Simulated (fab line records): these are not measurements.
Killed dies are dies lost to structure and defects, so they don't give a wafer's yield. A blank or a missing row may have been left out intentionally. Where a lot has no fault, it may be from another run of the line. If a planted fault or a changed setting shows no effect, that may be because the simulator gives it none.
A lot that was struck, set against a sound lot || flow sky130 || 17 steps out of a route of 708
Sound: these wafers, L879.3, L879.4, L879.6. Wafers struck: L890.1, L890.3, L890.6. Last of all comes the cause.
Order at every step that has rows: each side's tool, ch and its chambers, its first start. Under that, the readings that differ: sound wafers || struck wafers || difference of the means || sigmas: that difference in standard deviations of wafers without a fault.
alike: same words and numbers on both sides, and readings whose means sit less than 2 such deviations apart. not compared: any withheld reading, any reading some wafer has no value for, any bound like >300 that may hide the same value, and any number with overlapping values for which the record gives no deviation.
A row with sigmas, a row that says differs or no value, or rows on one side alone: a step with any of these is where the two part. Numbers that don't overlap but have no deviation are shown without sigmas and don't part them. Lack of a reading on every wafer of one side parts them only where that side has two or more wafers.

SKY_LOCAL_INTERCONNECT_RS_MEAS_01: the measuring method here is four-point-probe.
  sound: film metro-03 at day 33 20:18; struck: film metro-04 at day 36 17:22
  alike: LOCAL_INTERCONNECT_TIN_RS
SKY_LOCAL_INTERCONNECT_THK_MEAS_02: measures by xrf.
  sound: film metro-03 at day 33 20:24; struck: film metro-04 at day 36 17:29
  alike: LOCAL_INTERCONNECT_TIN_THK
then, 8 steps without rows for these wafers: SKY_LOCAL_INTERCONNECT_DEHYDRATE_03 (time 60 s); SKY_LOCAL_INTERCONNECT_HMDS_04 (prime time 60 s); SKY_LOCAL_INTERCONNECT_COAT_05 (resist thk 60 nm); SKY_LOCAL_INTERCONNECT_COAT_06 (resist thk 450 nm); SKY_LOCAL_INTERCONNECT_SOFTBAKE_07 (time 90 s); SKY_LOCAL_INTERCONNECT_EXPOSE_08 (exposes mask LI1M, target cd 170 nm); SKY_LOCAL_INTERCONNECT_PEB_09; SKY_LOCAL_INTERCONNECT_DEVELOP_10 (develop time 60 s).
SKY_LOCAL_INTERCONNECT_CD_MEAS_11: the cd target is 170 nm.
  sound: cd sem-02 at day 34 22:19; struck: cd sem-02 at day 37 19:04
  alike: cd nm
SKY_LOCAL_INTERCONNECT_OVL_MEAS_12:
  sound: overlay-02 at day 34 22:24; struck: overlay-02 at day 37 19:11
  alike: LOCAL_INTERCONNECT_OVL
SKY_LOCAL_INTERCONNECT_ETCH_13: etches BARC in N2/H2, stops on SiO2, time 45.9 s, target depth 60 nm.
  sound on rie metal-03 ch 0,1, day 34 22:27; struck on rie metal-01 ch 0,1, day 37 19:14
{"reading": "oes product au (a.u.)", "sound": "0.861 0.853 0.847", "struck": "0.714 0.723 0.726", "difference": -0.133, "sigmas": -28}
{"reading": "model.KrF-thick_of_LOCAL_INTERCONNECT_COAT_06.thk nm (nm)", "sound": "390.9 392.6 389.8", "struck": "413.5 412 412.2", "difference": "+21.5", "sigmas": ""}
{"reading": "model.etch.depth nm (nm)", "sound": "60.21 60.06 60", "struck": "42.74 44.11 42.97", "difference": -16.82, "sigmas": ""}
  alike: drypump motor current A, rf fwd power W, throttle valve pct
  not compared: rf hours counter h, model.LOCAL_INTERCONNECT.cd nm
SKY_LOCAL_INTERCONNECT_METAL_ETCH_14: etches TiN in Cl2/BCl3, stops on PSG, target depth 110 nm, time 31.4 s.
  sound on rie metal-03 ch 0,1, day 34 22:31; struck on rie metal-01 ch 0,1, day 37 19:17
{"reading": "oes product au (a.u.)", "sound": "0.948 0.950 0.944", "struck": "0.371 0.376 0.378", "difference": -0.572, "sigmas": -74}
{"reading": "throttle valve pct (%)", "sound": "21.912 21.902 21.889", "struck": "22.254 22.258 22.253", "difference": "+0.354", "sigmas": "+35"}
{"reading": "model.KrF-thick_of_LOCAL_INTERCONNECT_COAT_06.thk nm (nm)", "sound": "346.4 348.5 344.9", "struck": "370.7 367.9 368.9", "difference": "+22.6", "sigmas": ""}
  alike: drypump motor current A, mfc cl2 sccm, rf fwd power W
  not compared: rf hours counter h, model.LOCAL_INTERCONNECT.cd nm
SKY_LOCAL_INTERCONNECT_STRIP_15: strips in O2/N2.
  sound on plasma asher-02 ch 0,1, day 34 22:35; struck on plasma asher-01 ch 0,1, day 37 19:20
{"reading": "strip time to endpoint s (s)", "sound": "4.706 4.701 4.676", "struck": "4.961 4.913 4.936", "difference": "+0.242", "sigmas": "+10"}
  alike: drypump motor current A, oes product au
  not compared: rf hours counter h
then, 1 step without rows for these wafers: SKY_LOCAL_INTERCONNECT_STRIP_16 (strips in post etch residue remover, time 1200 s).
-- record jumps: 13 days separate the struck wafers' starts on either side; left off in module LOCAL_INTERCONNECT, taken up again in module PAD_OPEN, whose first shown step is the route's number 708 --
SKY_PAD_OPEN_PROBE_99:
  sound: prober-02 at day 49 02:29; struck: prober-01 at day 51 03:57
{"reading": "killed at contacts", "sound": "24 18 28", "struck": "428 435 428", "difference": "+407", "sigmas": "+73"}
{"reading": "killed dies", "sound": "76 73 95", "struck": "492 492 492", "difference": "+411", "sigmas": "+41"}
{"reading": "killed on rim", "sound": "14 6 19", "struck": "96 96 96", "difference": "+83", "sigmas": "+20"}
  alike: killed_at_M0_to_M3, killed_at_M4_up, killed at front end, killed at other, killed open, killed short

## WHERE THEY PART
First at SKY_LOCAL_INTERCONNECT_ETCH_13; last, within this record, at SKY_PAD_OPEN_PROBE_99.

WHY: what the simulator had put in
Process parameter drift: rie metal-01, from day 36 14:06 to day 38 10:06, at SKY_LOCAL_INTERCONNECT_ETCH_13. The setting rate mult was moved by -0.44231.
